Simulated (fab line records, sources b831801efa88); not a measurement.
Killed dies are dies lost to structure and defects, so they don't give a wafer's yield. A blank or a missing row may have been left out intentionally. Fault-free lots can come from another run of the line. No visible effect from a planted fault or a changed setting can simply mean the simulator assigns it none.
Split-lot study ; flow sfq line ; 5 lots, 23 wafers read, on a route of 325 steps

THE SPLIT ITSELF
At SFQ_TRILAYER_I7_VIA_LITHO_COAT_187 (resist thk 650 nm), the setting spin rpm was moved away from the recipe's 3000 rpm on 10 of the 23 wafers read, by -2.4% to +6.3%. For the rest of the wafers, this setting stayed at what the recipe calls for.

The reading is taken at the split's own step.

THE READING
KrF_of_TRILAYER_I7_VIA_LITHO_COAT_187.thk nm (the simulator's own value, which no gauge read), in nm, at SFQ_TRILAYER_I7_VIA_LITHO_COAT_187 (resist thk 650 nm). The file gives no usual value for it. The 13 wafers here that ran the recipe average 651.6 nm, standard deviation 1.9 nm.

wafer;tool, chamber at the split;spin rpm as run, rpm;against the recipe;KrF_of_TRILAYER_I7_VIA_LITHO_COAT_187.thk nm, nm;against lot-mates on the recipe
L074.2;litho track-02, 0;3000;recipe;648;-
L074.3;litho track-02, 0;3076;+2.5%;640.8;-7.2
L074.4;litho track-02, 0;3076;+2.5%;638.5;-9.5
L074.5;litho track-02, 0;3076;+2.5%;639.4;-8.6
L074.6;litho track-02, 0;3000;recipe;648.1;-
L076.1;litho track-02, 0;3000;recipe;652.1;-
L076.2;litho track-02, 0;3000;recipe;654.5;-
L076.3;litho track-02, 0;3000;recipe;652.4;-
L076.5;litho track-02, 0;3190;+6.3%;629.5;-23.5
L076.6;litho track-02, 0;3190;+6.3%;632.9;-20.1
L077.4;litho track-04, 0;3000;recipe;652.8;-
L077.5;litho track-04, 0;3000;recipe;651.8;-
L077.6;litho track-04, 0;3000;recipe;650.8;-
L078.1;litho track-02, 0;3000;recipe;650.3;-
L078.2;litho track-02, 0;3000;recipe;653.1;-
L078.3;litho track-02, 0;2929;-2.4%;658.4;+6.3
L078.5;litho track-02, 0;2929;-2.4%;659.8;+7.7
L078.6;litho track-02, 0;3000;recipe;653;-
L079.1;litho track-02, 0;3137;+4.6%;639;-12.9
L079.2;litho track-02, 0;3137;+4.6%;638.7;-13.2
L079.3;litho track-02, 0;3000;recipe;653.6;-
L079.4;litho track-02, 0;3000;recipe;650.2;-
L079.5;litho track-02, 0;3137;+4.6%;635.9;-16.0

FIT RESULTS
A straight line over all 23 wafers: KrF_of_TRILAYER_I7_VIA_LITHO_COAT_187.thk nm changes by -3.25 nm for each +1% of spin rpm; r = -0.96; the points scatter about the line by 2.3 nm.
The same after taking each lot's own level away (the mean of its wafers on the recipe; 23 wafers): -3.25 nm for each +1%; r = -0.99; scatter 1.3 nm.
The reading moves by 21 nm for the largest change in spin rpm, on that fit.
Across the lots, their own levels run from 648.05 to 653.00 nm, a range of 2.6 times the standard deviation given above.
Consequently the slope shifts little with the lot-to-lot level, the two slopes agreeing.
Check: for one of the wafers moved furthest among these (+6.3%), held out of the fit, the line's prediction against its lot-mates is -19.8 nm. Against them it came out at -23.5 nm.

OTHER SPLITS ON THESE WAFERS
These wafers also went through other splits before the reading. Each is held against what the fit with the lots' levels taken away leaves over:
other split on the same wafers;wafers away from the commonest value;r with KrF_of_TRILAYER_I7_VIA_LITHO_COAT_187.thk nm (lot level and that fit taken away)
SFQ_TRILAYER_M6_BARC_OPEN_METAL_ETCH_206 time s;6;+0.31
SFQ_TRILAYER_I6_VIA_LITHO_COAT_174 spin rpm;8;-0.03
SFQ_TRILAYER_I6_VIA_LITHO_PEB_172 peb temp c;4;+0.15
SFQ_TRILAYER_M7_DEP_SPUTTER_175 time s;8;-0.01
SFQ_TRILAYER_M7_LITHO_COAT_177 spin rpm;7;+0.25
SFQ_TRILAYER_M7_ETCH_METAL_ETCH_180 icp w;2;-0.40

FILE'S OWN FIT
KrF_of_TRILAYER_I7_VIA_LITHO_COAT_187.thk nm changes by -3.29 nm for each +1% of spin rpm, r = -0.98.
